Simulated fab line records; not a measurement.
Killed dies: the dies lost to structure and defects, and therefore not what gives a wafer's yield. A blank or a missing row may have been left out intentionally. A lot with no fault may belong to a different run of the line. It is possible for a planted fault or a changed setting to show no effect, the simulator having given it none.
The tool behind it: which one? -- flow sky130 -- 18 wafers sampled from 6 lots at 1 step of a route of 708

## WHAT THE GAUGES SHOWED, per wafer
SKY_NWELL_TW_MEAS_26.
lot,measured,on,NWELL_2_TW
L259,day 5 14:46,film metro-03,493.1 492.1 495.9
L269,day 7 23:18,film metro-01,493.7 495.8 494.6
L273,day 9 09:49,film metro-03,493.9 493.5 495.4
L277,day 10 08:52,film metro-01,493.8 496.3 496.6
L279,day 10 15:21,film metro-01,497.8 497.5 500.4
L281,day 11 04:02,film metro-01,495.4 497.8 498.9

## WHICH TOOL RAN EACH LOT (tool, then ch and the chambers of the sampled wafers, then the start)
The record holds no process step before these readings.

## THE ANSWER, worked out from the rows above alone
Rule: what is usual is taken from the lots themselves. The widest of any qualifying gaps counts: lots, ordered by their means at a reading, are off when they make up no more than a third of the lots, leave a main group of 4 or more, and stand apart from it by 3 or more times the standard deviation of that group's means. Not used: any main group whose means are identical at the precision the tables above print for the reading. Also off: a lot with no number at a reading for which 4 or more lots have one. Any other lot the step has rows for is counted as sound.
Nothing can be told from this: no lot is off at any reading shown.

## WHAT THE SIMULATOR HAD INSERTED
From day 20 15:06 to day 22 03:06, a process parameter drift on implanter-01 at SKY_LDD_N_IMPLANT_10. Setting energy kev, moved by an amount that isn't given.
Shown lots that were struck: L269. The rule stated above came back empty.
